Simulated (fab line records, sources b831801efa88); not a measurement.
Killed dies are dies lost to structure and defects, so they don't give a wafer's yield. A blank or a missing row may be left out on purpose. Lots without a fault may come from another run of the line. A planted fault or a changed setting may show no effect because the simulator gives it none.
fab line records | flow sky130
record lots=24 wafers=72 last_day=50
route steps=708 shown FIELD_ISO@28 GATE_OXIDE@197 METAL2@486 METAL3@536 CAP2M@607
lots that met no fault: from a run of the same line without faults
start_h: hours from the record's first day to the start of the lot's first wafer shown | wait_h: hours since the lot's step before | " the same as in the row above | L1.1+2: a row that stands for several wafers | - no value, or no start given | * or withheld: withheld | < > ~ a bound
route shown NAME@n: a module of which the file shows steps, and the number in the route of the first | usual: mean/standard deviation of fault-free wafers | same: alike in all rows | chamber/n: place in a boat | sites: the reading at each site | _std_site: their standard deviation | _edge_site: outer sites' mean less inner sites' | radius_mm: how far each site lies from the wafer's centre | mask NAME#n: copy n | behind: the tool/chamber that last shaped the wafer | hold: why the lot was held/for how many hours/how that ended | device: the transistor (n, p or np) that didn't switch | end of line: the same wafers' tests at the end of the route | a step without rows: its recipe alone | killed: dies lost to structure and defects at the first sort, not the wafer's yield | map: a wafer's dies, x killed, . not, _ none there
set.NAME: the setting as run; set.NAME@STEP: as run at that earlier step | model.NAME: the simulator's own value behind a step, which no gauge read
steps of the route over a sample of lots; a table a step, a row a wafer
services: from which hour (start_h, from the record's first day; less than 0 if before it) a tool's chamber was out of use, for how many hours, and why
## steps
# step SKY_FIELD_ISO_CMP_27
# recipe stop_on=Si3N4 t_overpolish_s=16 down_force_psi=4 platen_rpm=60 target_thk_nm=457.8 pad_velocity_m_s=0.94248
# usual motor_current_A=12.0/1 overpolish_run_s=16.000/0.0095 slurry_filter_dp_kPa=13.50/0.14 time_to_endpoint_s=114/6
# same t_overpolish_s=16
# columns lot.wafer tool chamber start_h wait_h motor_current_A overpolish_run_s slurry_filter_dp_kPa time_to_endpoint_s
L074.1 cmp-01 2 32.44 0.0 12.3 15.990 13.52 113
L074.5 " 2 " " 13.0 15.987 13.44 117
L074.6 " 3 " " 11.4 16.001 13.43 108
L075.1 cmp-02 1 37.23 0.1 12.5 15.991 13.72 120
L075.2 " 3 " " 13.2 15.999 13.54 110
L075.5 " 0 " " 12.7 15.997 13.33 114
L076.1 cmp-02 1 45.29 0.0 12.1 16.009 13.76 124
L076.2 " 3 " " 13.6 15.993 13.63 118
L076.4 " 0 " " 12.4 16.007 13.45 115
L077.4 cmp-02 1 46.99 0.0 11.7 15.990 13.46 122
L077.2 " 3 " " 12.9 15.998 13.54 112
L077.5 " 1 " " 13.0 16.002 13.34 117
L078.3 cmp-01 0 53.13 0.0 11.0 15.995 13.45 121
L078.4 " 1 " " 11.8 15.986 13.42 121
L078.6 " 0 " " 11.0 15.979 13.25 126
L079.2 cmp-02 2 60.00 0.1 10.2 15.991 13.58 110
L079.4 " 0 " " 13.5 16.010 13.51 118
L079.5 " 2 " " 10.3 16.016 13.64 110
L080.3 cmp-02 0 64.97 0.1 13.4 15.992 13.56 110
L080.6 " 3 " " 12.6 16.006 13.49 110
L080.5 " 0 " " 13.0 16.012 13.46 113
L081.2 cmp-01 2 68.75 0.1 12.5 16.003 13.26 122
L081.5 " 3 " " 11.9 15.991 13.48 106
L081.6 " 0 " " 11.3 16.013 13.08 124
L082.4 cmp-01 2 73.97 0.0 12.3 15.987 13.64 124
L082.3 " 1 " " 12.0 15.999 13.40 127
L082.5 " 2 " " 12.5 15.988 13.53 121
L083.4 cmp-01 2 80.74 0.0 12.9 15.992 13.46 117
L083.5 " 2 " " 12.9 15.999 13.28 119
L083.6 " 3 " " 11.6 16.014 13.57 106
L084.3 cmp-02 1 85.61 0.1 12.2 16.005 13.47 120
L084.5 " 3 " " 13.5 16.006 13.61 119
L084.6 " 0 " " 13.0 15.988 13.42 116
L085.3 cmp-01 2 89.92 0.0 13.1 16.016 13.46 119
L085.1 " 1 " " 12.0 16.006 13.47 118
L085.5 " 3 " " 11.8 15.999 13.57 107
L086.2 cmp-01 0 94.60 0.0 10.8 16.006 13.73 124
L086.3 " 3 " " 11.7 16.021 13.39 103
L086.6 " 0 " " 10.3 15.991 13.48 123
L087.2 cmp-01 3 104.55 0.5 10.7 15.990 13.66 103
L087.5 " 0 " " 10.9 15.996 13.68 122
L087.6 " 1 " " 12.0 16.007 13.54 116
L088.1 cmp-01 3 108.55 0.1 11.3 16.020 13.43 102
L088.2 " 0 " " 10.4 16.011 13.29 120
L088.5 " 2 " " 13.3 15.996 13.47 114
L089.2 cmp-01 2 112.27 0.0 13.0 15.996 13.60 116
L089.3 " 0 " " 11.0 16.007 13.46 122
L089.5 " 2 " " 13.1 15.992 13.55 116
L090.3 cmp-02 0 117.93 0.1 13.3 16.005 13.33 114
L090.4 " 1 " " 13.0 16.029 13.35 121
L090.6 " 2 " " 10.5 16.013 13.61 115
L091.4 cmp-02 1 132.92 0.1 12.4 15.998 13.44 115
L091.3 " 2 " " 10.7 16.009 13.64 106
L091.1 " 3 " " 12.7 15.992 13.55 108
L092.2 cmp-01 0 132.97 0.1 10.5 15.998 13.75 117
L092.3 " 1 " " 12.4 16.002 13.46 117
L092.6 " 2 " " 12.6 15.991 13.72 116
L093.1 cmp-02 2 133.17 0.3 10.7 15.994 13.65 110
L093.2 " 3 " " 12.6 15.993 13.62 109
L093.3 " 0 " " 13.2 16.005 13.39 110
L094.4 cmp-02 0 141.72 0.1 12.6 15.984 13.62 110
L094.2 " 1 " " 11.8 15.980 13.54 113
L094.6 " 0 " " 13.2 15.997 13.66 109
L095.3 cmp-01 0 141.72 0.1 11.1 16.003 13.41 121
L095.2 " 1 " " 11.8 15.998 13.47 115
L095.5 " 0 " " 10.7 15.996 13.51 122
L096.3 cmp-01 0 150.75 0.1 10.5 15.999 13.29 122
L096.2 " 1 " " 12.1 16.000 13.53 115
L096.5 " 0 " " 10.7 16.009 13.49 123
L097.2 cmp-02 2 158.36 0.1 10.8 16.009 13.60 107
L097.5 " 1 " " 12.8 16.006 13.62 115
L097.6 " 2 " " 10.3 15.994 13.21 110
# step SKY_GATE_OXIDE_OVL_MEAS_10
# usual GATE_OXIDE_OVL=0.3/1.4
# columns lot.wafer tool chamber start_h wait_h GATE_OXIDE_OVL[nm]
L074.1 overlay-02 - 300.21 0.1 0.6
L074.5 " - " " -0.8
L074.6 " - " " 1.5
L075.1 overlay-02 - 305.15 0.1 0.9
L075.2 " - " " -1.8
L075.5 " - " " -1.9
L076.1 overlay-01 - 326.26 0.1 -0.7
L076.2 " - " " -0.8
L076.4 " - " " -1.6
L077.2 overlay-01 - 326.57 0.1 0.7
L077.4 " - " " 0.0
L077.5 " - " " -0.4
L078.3 overlay-02 - 331.72 0.1 -1.0
L078.4 " - " " -2.8
L078.6 " - " " -0.2
L079.2 overlay-01 - 349.72 0.1 0.7
L079.4 " - " " 1.0
L079.5 " - " " 0.5
L080.3 overlay-02 - 351.48 0.1 0.6
L080.5 " - " " 0.8
L080.6 " - " " 2.0
L081.2 overlay-02 - 359.72 0.1 0.1
L081.5 " - " " -0.9
L081.6 " - " " 0.4
L082.3 overlay-01 - 370.22 0.1 1.9
L082.4 " - " " -1.1
L082.5 " - " " -0.7
L083.4 overlay-01 - 386.32 0.1 1.0
L083.5 " - " " 3.1
L083.6 " - " " 1.7
L084.3 overlay-01 - 387.67 0.1 2.8
L084.5 " - " " 1.0
L084.6 " - " " 1.9
L085.1 overlay-02 - 392.96 0.1 -3.5
L085.3 " - " " -2.6
L085.5 " - " " -0.9
L086.2 overlay-02 - 408.52 0.1 2.1
L086.3 " - " " -1.6
L086.6 " - " " -0.5
L087.2 overlay-01 - 419.56 0.1 1.4
L087.5 " - " " 2.0
L087.6 " - " " 0.8
L088.1 overlay-01 - 425.91 0.1 2.5
L088.2 " - " " 0.6
L088.5 " - " " 3.0
L089.2 overlay-02 - 439.27 0.1 1.4
L089.3 " - " " 0.9
L089.5 " - " " 1.5
L090.3 overlay-01 - 446.92 0.1 0.9
L090.4 " - " " 0.6
L090.6 " - " " -1.8
L092.2 overlay-02 - 474.52 0.1 1.0
L092.3 " - " " 0.2
L092.6 " - " " 2.1
L091.1 overlay-02 - 475.31 0.1 1.0
L091.3 " - " " 1.5
L091.4 " - " " 2.2
L093.1 overlay-01 - 478.61 0.1 0.0
L093.2 " - " " 0.5
L093.3 " - " " -1.0
L095.2 overlay-01 - 483.76 0.1 -0.2
L095.3 " - " " -0.7
L095.5 " - " " 0.2
L094.2 overlay-01 - 488.47 0.1 -0.2
L094.4 " - " " 1.7
L094.6 " - " " 0.8
L096.2 overlay-01 - 496.71 0.1 1.8
L096.3 " - " " -0.8
L096.5 " - " " 0.7
L097.2 overlay-01 - 510.41 0.1 -0.5
L097.5 " - " " -1.4
L097.6 " - " " 1.9
# step SKY_METAL2_SPUTTER_03
# recipe material=Ti target_thk_nm=5 power_w=3000 time_s=3.3 chamber_pressure_pa=0.4
# usual chamber_pressure_pa=0.4000/0.00081 throttle_valve_pct=29.8/1.2
# columns lot.wafer tool chamber start_h wait_h chamber_pressure_pa throttle_valve_pct
L074.1 pvd_sputter-03 - 787.65 0.0 0.3995 29.8
L074.5 " - " " 0.3979 29.8
L074.6 " - " " 0.4004 27.9
L075.1 pvd_sputter-04 - 797.54 0.0 0.3989 31.1
L075.2 " - " " 0.3998 31.0
L075.5 " - " " 0.4007 31.0
L076.1 pvd_sputter-03 - 808.31 0.0 0.3996 31.5
L076.2 " - " " 0.4003 29.6
L076.4 " - " " 0.3994 29.6
L077.2 pvd_sputter-04 - 808.84 0.0 0.4004 31.1
L077.4 " - " " 0.3996 28.3
L077.5 " - " " 0.4005 28.0
L078.3 pvd_sputter-03 - 817.85 0.0 0.4013 27.8
L078.4 " - " " 0.4011 31.8
L078.6 " - " " 0.3990 28.1
L079.2 pvd_sputter-03 - 831.95 0.0 0.3994 31.7
L079.4 " - " " 0.4003 29.7
L079.5 " - " " 0.4009 29.6
L080.3 pvd_sputter-02 - 834.84 0.0 0.4007 29.4
L080.5 " - " " 0.3996 29.3
L080.6 " - " " 0.3997 31.3
L081.2 pvd_sputter-04 - 842.25 0.0 0.4009 28.4
L081.5 " - " " 0.4013 28.7
L081.6 " - " " 0.4014 31.0
L082.3 pvd_sputter-03 - 846.29 0.0 0.3995 31.7
L082.4 " - " " 0.4005 29.8
L082.5 " - " " 0.3996 31.4
L083.4 pvd_sputter-02 - 863.40 0.0 0.3998 30.8
L083.5 " - " " 0.3995 29.3
L083.6 " - " " 0.4005 30.3
L084.3 pvd_sputter-03 - 868.52 0.0 0.4004 28.0
L084.5 " - " " 0.3983 29.6
L084.6 " - " " 0.4002 29.7
L085.1 pvd_sputter-03 - 869.06 0.0 0.4012 29.2
L085.3 " - " " 0.4005 31.5
L085.5 " - " " 0.4003 29.6
L086.2 pvd_sputter-04 - 884.31 0.0 0.3997 28.9
L086.3 " - " " 0.4003 31.0
L086.6 " - " " 0.4010 28.5
L087.2 pvd_sputter-04 - 891.19 0.0 0.3993 28.3
L087.5 " - " " 0.3990 28.5
L087.6 " - " " 0.4007 30.6
L088.1 pvd_sputter-04 - 896.01 0.0 0.3985 30.7
L088.2 " - " " 0.4001 31.1
L088.5 " - " " 0.4005 28.3
L089.2 pvd_sputter-03 - 936.40 0.0 0.4004 31.8
L089.3 " - " " 0.3996 29.6
L089.5 " - " " 0.3992 30.1
L090.3 pvd_sputter-03 - 940.85 0.0 0.4000 28.3
L090.4 " - " " 0.4002 29.4
L090.6 " - " " 0.4003 29.7
L092.2 pvd_sputter-04 - 942.30 0.0 0.4000 31.3
L092.3 " - " " 0.3987 31.0
L092.6 " - " " 0.3994 30.8
L093.1 pvd_sputter-03 - 944.36 0.0 0.3989 29.6
L093.2 " - " " 0.4001 31.4
L093.3 " - " " 0.3989 28.2
L091.1 pvd_sputter-02 - 944.70 0.0 0.3991 29.7
L091.3 " - " " 0.4004 29.4
L091.4 " - " " 0.4002 30.9
L095.2 pvd_sputter-02 - 945.65 0.0 0.4005 29.1
L095.3 " - " " 0.3990 29.3
L095.5 " - " " 0.3988 31.1
L094.2 pvd_sputter-03 - 946.59 0.0 0.4009 28.1
L094.4 " - " " 0.3985 29.5
L094.6 " - " " 0.3983 29.5
L096.2 pvd_sputter-04 - 949.32 0.0 0.4004 30.9
L096.3 " - " " 0.3999 31.2
L096.5 " - " " 0.3997 28.6
L097.2 pvd_sputter-04 - 956.98 0.0 0.3989 31.1
L097.5 " - " " 0.4004 28.5
L097.6 " - " " 0.3989 31.0
# step SKY_METAL2_CD_MEAS_15
# recipe target_cd_nm=140
# usual cd_nm=140.0/1.5
# columns lot.wafer tool chamber start_h wait_h cd_nm
L074.1 cd_sem-01 - 814.31 - 142.6
L074.5 " - " " 142.5
L074.6 " - " " 143.2
L075.1 cd_sem-01 - 823.66 - 141.4
L075.2 " - " " 141.4
L075.5 " - " " 140.0
L076.1 cd_sem-02 - 834.50 - 139.2
L076.2 " - " " 139.3
L076.4 " - " " 141.1
L077.2 cd_sem-01 - 835.77 - 141.6
L077.4 " - " " 141.9
L077.5 " - " " 143.0
L078.3 cd_sem-02 - 845.14 - 138.6
L078.4 " - " " 138.4
L078.6 " - " " 140.9
L079.2 cd_sem-01 - 858.42 - 142.4
L079.4 " - " " 143.8
L079.5 " - " " 143.1
L080.3 cd_sem-01 - 860.60 - 140.2
L080.5 " - " " 140.8
L080.6 " - " " 140.0
L081.2 cd_sem-02 - 868.42 - 140.3
L081.5 " - " " 142.2
L081.6 " - " " 142.2
L082.3 cd_sem-02 - 871.80 - 139.5
L082.4 " - " " 140.0
L082.5 " - " " 139.5
L083.4 cd_sem-01 - 887.06 - 141.4
L083.5 " - " " 139.5
L083.6 " - " " 140.1
L084.3 cd_sem-02 - 891.79 - 139.9
L084.5 " - " " 141.4
L084.6 " - " " 139.8
L085.1 cd_sem-02 - 892.70 - 140.9
L085.3 " - " " 139.7
L085.5 " - " " 140.1
L086.2 cd_sem-02 - 905.88 - 140.1
L086.3 " - " " 140.6
L086.6 " - " " 139.8
L087.2 cd_sem-01 - 916.43 - 140.2
L087.5 " - " " 138.8
L087.6 " - " " 138.7
L088.1 cd_sem-02 - 920.26 - 140.4
L088.2 " - " " 140.0
L088.5 " - " " 140.9
L089.2 cd_sem-02 - 959.92 - 138.4
L089.3 " - " " 138.6
L089.5 " - " " 137.5
L090.3 cd_sem-01 - 964.45 - 139.2
L090.4 " - " " 138.4
L090.6 " - " " 139.3
L092.2 cd_sem-01 - 966.47 - 137.2
L092.3 " - " " 138.3
L092.6 " - " " 136.9
L093.1 cd_sem-01 - 968.55 - 140.8
L093.2 " - " " 141.7
L093.3 " - " " 141.8
L091.1 cd_sem-02 - 968.61 - 139.3
L091.3 " - " " 138.9
L091.4 " - " " 139.2
L095.2 cd_sem-02 - 969.68 - 140.0
L095.3 " - " " 138.3
L095.5 " - " " 137.8
L094.2 cd_sem-02 - 970.37 - 138.3
L094.4 " - " " 138.5
L094.6 " - " " 137.8
L096.2 cd_sem-01 - 972.97 - 139.4
L096.3 " - " " 138.8
L096.5 " - " " 139.7
L097.2 cd_sem-02 - 980.32 - 138.5
L097.5 " - " " 139.1
L097.6 " - " " 138.8
# step SKY_METAL3_SPUTTER_04
# recipe material=TiN target_thk_nm=70 power_w=6500 time_s=58.3 chamber_pressure_pa=0.4
# usual chamber_pressure_pa=0.4000/0.00081 throttle_valve_pct=29.8/1.4
# columns lot.wafer tool chamber start_h wait_h chamber_pressure_pa throttle_valve_pct
L074.1 pvd_sputter-03 - 843.23 0.0 0.3990 29.6
L074.5 " - " " 0.4012 29.7
L074.6 " - " " 0.4009 31.6
L075.1 pvd_sputter-04 - 853.03 0.0 0.4003 30.9
L075.2 " - " " 0.3986 28.6
L075.5 " - " " 0.3995 30.9
L076.1 pvd_sputter-01 - 863.84 0.0 0.4004 33.1
L076.2 " - " " 0.4014 29.7
L076.4 " - " " 0.4008 29.9
L077.2 pvd_sputter-01 - 865.44 0.0 0.4000 29.6
L077.4 " - " " 0.4004 29.6
L077.5 " - " " 0.3999 29.8
L078.3 pvd_sputter-01 - 873.96 0.0 0.3987 29.7
L078.4 " - " " 0.3990 28.7
L078.6 " - " " 0.4000 33.1
L079.2 pvd_sputter-03 - 885.52 0.0 0.4008 31.2
L079.4 " - " " 0.4006 29.4
L079.5 " - " " 0.4005 29.8
L080.3 pvd_sputter-04 - 887.90 0.0 0.3995 28.4
L080.5 " - " " 0.3996 28.4
L080.6 " - " " 0.4003 31.1
L081.2 pvd_sputter-04 - 894.73 0.0 0.3989 28.5
L081.5 " - " " 0.3991 28.3
L081.6 " - " " 0.4009 31.3
L082.3 pvd_sputter-03 - 897.29 0.0 0.3990 27.9
L082.4 " - " " 0.3993 29.5
L082.5 " - " " 0.4001 27.9
L083.4 pvd_sputter-04 - 912.59 0.0 0.3993 31.1
L083.5 " - " " 0.3997 28.3
L083.6 " - " " 0.3991 31.1
L084.3 pvd_sputter-03 - 919.76 0.0 0.3990 31.5
L084.5 " - " " 0.4003 28.2
L084.6 " - " " 0.3999 29.8
L085.1 pvd_sputter-01 - 919.86 0.0 0.4010 29.8
L085.3 " - " " 0.4018 29.7
L085.5 " - " " 0.3999 29.6
L086.2 pvd_sputter-03 - 934.74 0.0 0.3994 31.8
L086.3 " - " " 0.3998 29.8
L086.6 " - " " 0.3997 29.7
L087.2 pvd_sputter-03 - 944.10 0.0 0.4001 30.0
L087.5 " - " " 0.4003 27.9
L087.6 " - " " 0.4007 29.7
L088.1 pvd_sputter-04 - 947.77 0.0 0.4002 31.3
L088.2 " - " " 0.3999 28.5
L088.5 " - " " 0.3996 28.7
L089.2 pvd_sputter-01 - 986.58 0.0 0.4005 33.3
L089.3 " - " " 0.4010 29.6
L089.5 " - " " 0.4013 33.1
L090.3 pvd_sputter-04 - 990.54 0.0 0.4001 28.4
L090.4 " - " " 0.3987 31.0
L090.6 " - " " 0.3988 31.3
L092.2 pvd_sputter-03 - 992.75 0.0 0.4007 29.6
L092.3 " - " " 0.4004 28.3
L092.6 " - " " 0.4001 29.9
L093.1 pvd_sputter-04 - 994.85 0.0 0.4019 28.4
L093.2 " - " " 0.3983 30.7
L093.3 " - " " 0.4003 28.6
L091.1 pvd_sputter-01 - 995.04 0.0 0.3993 29.5
L091.3 " - " " 0.3996 29.5
L091.4 " - " " 0.3997 33.0
L095.2 pvd_sputter-04 - 996.78 0.0 0.3997 28.3
L095.3 " - " " 0.3997 31.3
L095.5 " - " " 0.3997 30.8
L094.2 pvd_sputter-03 - 997.18 0.0 0.3997 27.9
L094.4 " - " " 0.3996 28.0
L094.6 " - " " 0.3998 29.9
L096.2 pvd_sputter-03 - 999.55 0.0 0.3990 31.7
L096.3 " - " " 0.4002 29.7
L096.5 " - " " 0.4000 28.0
L097.2 pvd_sputter-04 - 1006.29 0.0 0.4002 31.1
L097.5 " - " " 0.4010 28.4
L097.6 " - " " 0.3987 31.1
# step SKY_CAP2M_THK_MEAS_04
# recipe thk_meas_gauge=xrf reads=TiN_of_CAP2M_SPUTTER_02
# usual CAP2M_TIN_THK=200/3.2
# columns lot.wafer tool chamber start_h wait_h CAP2M_TIN_THK[nm]
L074.1 film_metro-02 - 920.76 0.1 201
L074.5 " - " " 202
L074.6 " - " " 196
L075.1 film_metro-04 - 929.69 0.1 199
L075.2 " - " " 199
L075.5 " - " " 198
L076.1 film_metro-03 - 942.40 0.1 200
L076.2 " - " " 203
L076.4 " - " " 200
L077.2 film_metro-02 - 943.05 0.1 197
L077.4 " - " " 198
L077.5 " - " " 203
L078.3 film_metro-04 - 950.08 0.1 200
L078.4 " - " " 199
L078.6 " - " " 208
L079.2 film_metro-03 - 960.96 0.1 203
L079.4 " - " " 202
L079.5 " - " " 199
L080.3 film_metro-03 - 962.85 0.1 197
L080.5 " - " " 196
L080.6 " - " " 198
L081.2 film_metro-04 - 970.95 0.1 203
L081.5 " - " " 195
L081.6 " - " " 195
L082.3 film_metro-03 - 975.37 0.1 199
L082.4 " - " " 200
L082.5 " - " " 199
L083.4 film_metro-04 - 987.32 0.1 201
L083.5 " - " " 201
L083.6 " - " " 199
L084.3 film_metro-04 - 994.20 0.1 198
L084.5 " - " " 200
L084.6 " - " " 204
L085.1 film_metro-03 - 995.04 0.1 200
L085.3 " - " " 204
L085.5 " - " " 203
L086.2 film_metro-02 - 1008.75 0.1 200
L086.3 " - " " 203
L086.6 " - " " 202
L087.2 film_metro-03 - 1018.16 0.1 204
L087.5 " - " " 198
L087.6 " - " " 198
L088.1 film_metro-04 - 1021.98 0.1 206
L088.2 " - " " 201
L088.5 " - " " 203
L089.2 film_metro-02 - 1056.60 0.1 207
L089.3 " - " " 198
L089.5 " - " " 205
L090.3 film_metro-03 - 1059.66 0.1 198
L090.4 " - " " 198
L090.6 " - " " 200
L092.2 film_metro-02 - 1062.16 0.1 197
L092.3 " - " " 196
L092.6 " - " " 200
L093.1 film_metro-03 - 1064.28 0.1 202
L093.2 " - " " 196
L093.3 " - " " 200
L091.1 film_metro-04 - 1065.93 0.1 200
L091.3 " - " " 196
L091.4 " - " " 194
L094.2 film_metro-03 - 1066.24 0.1 200
L094.4 " - " " 198
L094.6 " - " " 198
L095.2 film_metro-04 - 1067.15 0.1 198
L095.3 " - " " 206
L095.5 " - " " 203
L096.2 film_metro-03 - 1070.51 0.1 205
L096.3 " - " " 200
L096.5 " - " " 201
L097.2 film_metro-04 - 1076.35 0.1 195
L097.5 " - " " 196
L097.6 " - " " 198
## services
# columns tool chamber start_h hours kind
cmp-01 - 42.66 7.4 pm
pvd_sputter-03 - 55.39 3.3 repair
cmp-01 - 64.00 4.0 pm
cmp-01 - 69.84 0.6 repair
cmp-01 - 100.48 3.0 repair
cmp-01 - 119.98 0.8 repair
cmp-01 - 135.59 0.6 repair
cmp-01 - 138.03 1.9 repair
pvd_sputter-04 - 141.77 16.7 repair
cmp-01 - 157.60 0.9 repair
pvd_sputter-04 - 166.84 9.9 repair
cmp-01 - 167.67 5.5 repair
cmp-01 - 173.22 4.7 pm
pvd_sputter-04 - 281.17 2.0 repair
cmp-01 - 303.57 1.9 repair
pvd_sputter-04 - 340.73 2.8 repair
pvd_sputter-03 - 491.90 9.3 repair
pvd_sputter-03 - 534.27 0.6 repair
pvd_sputter-03 - 654.77 5.3 repair
pvd_sputter-03 - 658.82 3.7 repair
pvd_sputter-03 - 708.11 2.1 repair
pvd_sputter-03 - 712.38 2.8 repair
pvd_sputter-03 - 771.12 3.3 repair
pvd_sputter-03 - 873.25 0.6 repair
## key
fault none
